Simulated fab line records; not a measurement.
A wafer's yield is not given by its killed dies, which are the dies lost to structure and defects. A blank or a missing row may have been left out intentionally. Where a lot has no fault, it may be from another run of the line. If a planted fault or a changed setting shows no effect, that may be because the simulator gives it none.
Which tool was responsible?	flow gf180mcu	42 wafers from 14 lots sampled at 4 of the route's 602 steps

WHAT THE GAUGES READ, wafer by wafer
GF_VT_IMPLANT_OVL_MEAS_29.
lot	measured	on	VT_IMPLANT_02_OVL (nm)
L510	day 6 18:48	overlay-01	-0.5 -0.3 0.1
L511	day 7 03:08	overlay-01	0.8 0.1 0.7
L512	day 7 10:12	overlay-01	2.1 -0.8 -0.1
L514	day 7 21:50	overlay-01	-1.3 -1.1 0.1
L515	day 8 06:52	overlay-02	0.0 1.6 -0.9
L516	day 8 14:10	overlay-02	1.7 1.1 1.5
L517	day 8 17:28	overlay-01	0.4 1.3 -0.5
L520	day 9 13:47	overlay-01	-0.7 -1.1 -0.8
L527	day 11 10:57	overlay-01	0.5 0.1 1.3
L528	day 11 14:35	overlay-02	1.8 0.7 1.1
L529	day 12 05:26	overlay-01	1.0 -0.2 0.0
L530	day 12 11:44	overlay-01	-0.4 0.1 0.3
L532	day 12 20:35	overlay-01	-0.3 -1.2 0.8
L533	day 13 04:05	overlay-02	2.1 0.4 2.8

GF_VT_IMPLANT_RS_MEAS_46: measures by four-point-probe.
lot	measured	on	MVSD_RS (ohm/sq)
L510	day 7 11:03	filmMetro-04	456.7 456.7 455.5
L511	day 7 19:05	filmMetro-04	456.5 455.4 456.6
L512	day 8 02:56	filmMetro-04	456.2 455.2 456.5
L514	day 8 15:18	filmMetro-02	455.0 456.5 456.0
L515	day 9 00:20	filmMetro-03	458.4 457.5 458.0
L516	day 9 07:32	filmMetro-02	457.3 457.2 457.6
L517	day 9 11:34	filmMetro-02	456.1 457.5 456.2
L520	day 10 08:30	filmMetro-04	457.0 456.2 455.9
L527	day 12 06:30	filmMetro-03	455.5 456.3 454.0
L528	day 12 11:07	filmMetro-03	456.0 456.2 455.9
L529	day 13 01:37	filmMetro-02	458.0 457.0 455.9
L530	day 13 08:14	filmMetro-04	457.5 457.3 457.6
L532	day 13 16:54	filmMetro-03	458.0 455.9 457.9
L533	day 13 23:49	filmMetro-03	456.0 455.1 457.0

GF_SAB_THK_MEAS_01.
lot	measured	on	SAB_CVD_00_THK (nm)
L510	day 14 02:53	filmMetro-02	49.5 49.8 50.3
L511	day 14 11:49	filmMetro-03	50.1 50.3 50.6
L512	day 14 23:13	filmMetro-03	48.9 49.6 50.1
L514	day 15 13:38	filmMetro-03	49.7 48.9 50.2
L515	day 15 23:38	filmMetro-03	49.3 48.9 49.4
L516	day 16 08:50	filmMetro-03	21.8 49.6 50.1
L517	day 16 13:02	filmMetro-03	21.8 22.2 50.1
L520	day 17 18:10	filmMetro-02	49.1 49.4 50.2
L527	day 20 09:34	filmMetro-03	50.6 50.3 49.9
L528	day 20 13:32	filmMetro-03	49.7 50.1 49.6
L529	day 21 11:20	filmMetro-02	49.7 50.2 50.7
L530	day 21 14:42	filmMetro-02	49.4 49.8 49.8
L532	day 21 21:30	filmMetro-03	49.9 51.0 51.0
L533	day 22 10:23	filmMetro-02	49.4 49.7 51.1

EACH LOT AND THE TOOL THAT RAN IT (in order: tool; ch and the chambers of the sampled wafers; start)
lot	GF_SAB_CVD_00
L510	pecvd-03 ch 0,1,2, day 14 02:51
L511	pecvd-01 ch 0,1, day 14 11:47
L512	pecvd-02 ch 1,2, day 14 23:12
L514	pecvd-02 ch 0,1,2, day 15 13:37
L515	pecvd-02 ch 1,2, day 15 23:37
L516	pecvd-02 ch 0,1,2, day 16 08:45
L517	pecvd-02 ch 1,2, day 16 13:00
L520	pecvd-03 ch 0,1,2, day 17 18:08
L527	pecvd-02 ch 0,1,2, day 20 09:32
L528	pecvd-01 ch 0,1,2, day 20 13:31
L529	pecvd-02 ch 0,1, day 21 11:18
L530	pecvd-02 ch 0,2, day 21 14:40
L532	pecvd-02 ch 0,1,2, day 21 21:29
L533	pecvd-01 ch 0,2, day 22 10:21
- GF_SAB_CVD_00: deposits SiO2 from TEOS, target thk 50 nm, time 4.9302 s.

AS READ BY THE TOOLS THEMSELVES (means over the sampled wafers that have a number; for cases with no such wafer, the mark the record gives instead)
GF_SAB_CVD_00.
lot	tool	heaterPowerW (W)
L510	pecvd-03	803
L511	pecvd-01	676
L512	pecvd-02	690
L514	pecvd-02	595
L515	pecvd-02	782
L516	pecvd-02	671
L517	pecvd-02	716
L520	pecvd-03	804
L527	pecvd-02	631
L528	pecvd-01	650
L529	pecvd-02	722
L530	pecvd-02	597
L532	pecvd-02	645
L533	pecvd-01	476

THE ANSWER, worked out from the rows above alone
Rule: what is usual is taken from the lots themselves. The widest of any qualifying gaps counts: lots, ordered by their means at a reading, are off when they make up no more than a third of the lots, leave a main group of 4 or more, and stand apart from it by 3 or more times the standard deviation of that group's means. Not used: any main group whose means are identical at the precision the tables above print for the reading. Also off: a lot with no number at a reading for which 4 or more lots have one. The other lots that the step has rows for count as sound. After the gauges, taken in route order, come the tools' own readings; for these a lot's mean is taken, as printed above. The first step at which some lot is off is used, and at that step the reading that is off furthest; a lot without a number counts as furthest.
Off: L516, L517, at GF_SAB_THK_MEAS_01 (SAB_CVD_00_THK). The main group: mean 49.9 nm, standard deviation 0.39.
A tool fits if, at a process step before that reading, it ran every lot that is off, and no sound lot after the first of them. Those tools and the gauges at GF_SAB_THK_MEAS_01 are tried in the same way. None of those tried fits.

WHAT WAS PUT IN BY THE SIMULATOR
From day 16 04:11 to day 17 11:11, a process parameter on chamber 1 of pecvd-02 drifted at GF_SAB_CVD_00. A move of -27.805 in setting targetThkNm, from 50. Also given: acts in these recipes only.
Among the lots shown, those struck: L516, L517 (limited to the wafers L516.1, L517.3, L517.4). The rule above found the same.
